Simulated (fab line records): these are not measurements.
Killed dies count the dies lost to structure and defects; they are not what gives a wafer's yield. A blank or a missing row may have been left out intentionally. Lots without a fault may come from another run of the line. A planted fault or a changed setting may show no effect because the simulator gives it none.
Which tool is to blame? + flow sky130 + 7 lots with 21 wafers sampled at 3 steps, on a route of 708 steps

WHAT THE GAUGES SHOWED, per wafer
SKY_PASSIVATION_THK_MEAS_03.
| lot  | measured     | on            | PASSIVATION_CVD_02_THK (nm) |
|------|--------------|---------------|-----------------------------|
| L504 | day 43 22:14 | film-metro-04 | 534 532 544                 |
| L506 | day 44 20:19 | film-metro-04 | 538 545 554                 |
| L512 | day 46 11:51 | film-metro-02 | 530 541 543                 |
| L516 | day 47 14:40 | film-metro-01 | 544 552 546                 |
| L518 | day 48 02:21 | film-metro-01 | 543 537 556                 |
| L521 | day 48 12:28 | film-metro-01 | 537 540 541                 |
| L523 | day 49 00:36 | film-metro-01 | 536 539 547                 |

TOOL THAT RAN EACH LOT (tool first, then ch and the chambers of the sampled wafers, then the start)
| lot  | SKY_METAL5_SPUTTER_01        | SKY_METAL5_SPUTTER_02        |
|------|------------------------------|------------------------------|
| L504 | pvd-sputter-03, day 42 21:41 | pvd-sputter-03, day 42 21:43 |
| L506 | pvd-sputter-04, day 43 21:16 | pvd-sputter-04, day 43 21:17 |
| L512 | pvd-sputter-01, day 45 14:58 | pvd-sputter-01, day 45 15:00 |
| L516 | pvd-sputter-01, day 46 17:38 | pvd-sputter-01, day 46 17:40 |
| L518 | pvd-sputter-01, day 47 05:04 | pvd-sputter-01, day 47 05:05 |
| L521 | pvd-sputter-03, day 47 15:37 | pvd-sputter-03, day 47 15:39 |
| L523 | pvd-sputter-03, day 48 04:55 | pvd-sputter-03, day 48 04:56 |
- SKY_METAL5_SPUTTER_01: material TiN, target thk 20 nm, time 16.7 s.
- SKY_METAL5_SPUTTER_02: material AlCu, target thk 1150 nm, time 61.2 s.

THE ANSWER, worked out from the rows above alone
Rule: the usual values come from the lots themselves. The widest of any qualifying gaps counts: lots, ordered by their means at a reading, are off when they make up no more than a third of the lots, leave a main group of 4 or more, and stand apart from it by 3 or more times the standard deviation of that group's means. The tables above print the reading to a certain number of digits; a main group whose means all agree to those digits is not used. A lot without any number at a reading at which 4 lots or more have one is off too. Where the step has rows for the other lots, those lots are counted as sound.
Across all readings shown, no lot is off: no conclusion can be drawn from this.

WHAT HAD BEEN PUT IN BY THE SIMULATOR
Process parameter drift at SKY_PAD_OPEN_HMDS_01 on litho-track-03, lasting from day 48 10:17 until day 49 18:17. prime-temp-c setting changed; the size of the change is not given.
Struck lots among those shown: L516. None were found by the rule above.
